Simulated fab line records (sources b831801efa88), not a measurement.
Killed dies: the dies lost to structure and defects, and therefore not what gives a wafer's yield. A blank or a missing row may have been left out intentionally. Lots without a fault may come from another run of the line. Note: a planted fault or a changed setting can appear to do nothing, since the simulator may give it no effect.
Comparing a struck lot with a sound one / flow gf180mcu / 20 out of 602 route steps
Sound: these wafers, L725.2, L725.3, L725.4. Wafers struck: L734.2, L734.3, L734.5. Last of all comes the cause.
At each step with rows: each side's tool, then ch and its chambers, then its first start. Under that, the readings that differ: sound wafers / struck wafers / difference of the means / sigmas: that difference in standard deviations of wafers without a fault.
alike: readings with means less than 2 such deviations apart, plus words and numbers identical on both sides. not compared: withheld readings, readings lacking a value on some wafer, bounds such as >300 that could conceal the same value, and numbers that have no deviation in the record and whose values overlap.
Wherever a step has rows on one side only, a row that says differs or no value, or a row with sigmas, the two part there. Non-overlapping numbers with no deviation appear without sigmas and do not part them. A reading that every wafer of one side lacks parts them only if that side has two wafers or more.

GF_V1_CMP_26: polishes, stops on SiO2, t overpolish 15 s, target thk 0 nm.
  sound on cmp-02 ch 1,2,3, day 20 10:55; struck on cmp-01 ch 0,1, day 24 01:25
reading=overpolishRunS (s); sound=15.017 15.002 15.009; struck=14.976 15.003 14.989; difference=-0.020; sigmas=-2
  alike: motorCurrentA, platenRpm, timeToEndpointS
then, 2 steps without rows for these wafers: GF_M2_SPUTTER_00 (material Ti, target thk 37.5 nm, time 150 s); GF_M2_SPUTTER_01 (material TiN, target thk 30 nm, time 25 s).
GF_M2_SPUTTER_02: material AlCu, target thk 450 nm, time 23.9 s.
  sound: pvdSputter-03 at day 20 11:18; struck: pvdSputter-02 at day 24 01:51
  alike: throttleValvePct
GF_M2_SPUTTER_03: material Ti, target thk 10 nm, time 6.7 s.
  sound: pvdSputter-03 at day 20 11:20; struck: pvdSputter-02 at day 24 01:53
  alike: substrateTempC, throttleValvePct
GF_M2_SPUTTER_04: material TiN, target thk 50 nm, time 41.7 s.
  sound: pvdSputter-03 at day 20 11:21; struck: pvdSputter-02 at day 24 01:54
  alike: throttleValvePct
GF_M2_RS_MEAS_05: measurement is done with a four-point probe.
  sound: filmMetro-03 at day 20 11:25; struck: filmMetro-04 at day 24 01:58
  alike: M2_ALCU_RS
GF_M2_THK_MEAS_06: measures by xrf.
  sound: filmMetro-03 at day 20 11:31; struck: filmMetro-04 at day 24 02:04
  alike: M2_ALCU_THK
then, 4 steps without rows for these wafers: GF_M2_DEHYDRATE_07 (time 60 s); GF_M2_HMDS_08 (prime time 60 s); GF_M2_COAT_09 (resist thk 1000 nm); GF_M2_SOFTBAKE_10 (time 60 s).
GF_M2_EXPOSE_11: exposes mask Metal2, target cd 280 nm.
  sound on krfScanner-01 ch 0, day 20 23:15; struck on krfScanner-01 ch 0, day 24 13:54
reading=exposureDoseMJCm2; sound=27.948 27.985 27.990; struck=25.582 25.609 25.631; difference=-2.367; sigmas=-95
  alike: mask
then, 2 steps without rows for these wafers: GF_M2_PEB_12 (peb time 90 s); GF_M2_DEVELOP_13 (develop time 60 s).
GF_M2_CD_MEAS_14 targets a cd of 280 nm.
  sound: cdSem-02 at day 21 11:31; struck: cdSem-01 at day 25 00:35
reading=cdNm (nm); sound=280.2 280.4 280.9; struck=276.0 226.7 220.5; difference=-39.4; sigmas=-36
GF_M2_OVL_MEAS_15:
  sound: overlay-02 at day 21 11:38; struck: overlay-02 at day 25 00:41
  alike: M2_OVL
GF_M2_METAL_ETCH_16: etches the open film in Cl2/BCl3, stops on SiO2, target depth 750.8 nm, time 125.1 s.
  sound on rieMetal-04 ch 0,1, day 21 11:40; struck on rieMetal-01 ch 0,1, day 25 00:43
reading=model.M2.cdNm (nm); sound=284 286.2 273.9; struck=273.8 225.2 219.9; difference=-41.7; sigmas=
  alike: drypumpMotorCurrentA, heBacksideLeakSccm, oesProductAu, throttleValvePct
  not compared: rfHoursCounterH
GF_M2_STRIP_17: strips in O2/N2.
  sound on plasmaAsher-03 ch 0,1, day 21 11:47; struck on plasmaAsher-03 ch 1, day 25 00:50
  alike: drypumpMotorCurrentA, heaterPowerW, oesProductAu, stripTimeToEndpointS
  not compared: rfHoursCounterH
-- the record jumps here: 9 days lie between the struck wafers' starts before and after (it left off in module M2 and takes up again in module PASSIVATION, whose first step shown is number 602 of the route) --
GF_PASSIVATION_PROBE_99:
  the record has rows for the struck wafers here (prober-01, day 33 14:14) and none for the sound ones

WHERE THEY PART
First at GF_V1_CMP_26; last, within this record, at GF_PASSIVATION_PROBE_99.

WHY: the cause the simulator had injected
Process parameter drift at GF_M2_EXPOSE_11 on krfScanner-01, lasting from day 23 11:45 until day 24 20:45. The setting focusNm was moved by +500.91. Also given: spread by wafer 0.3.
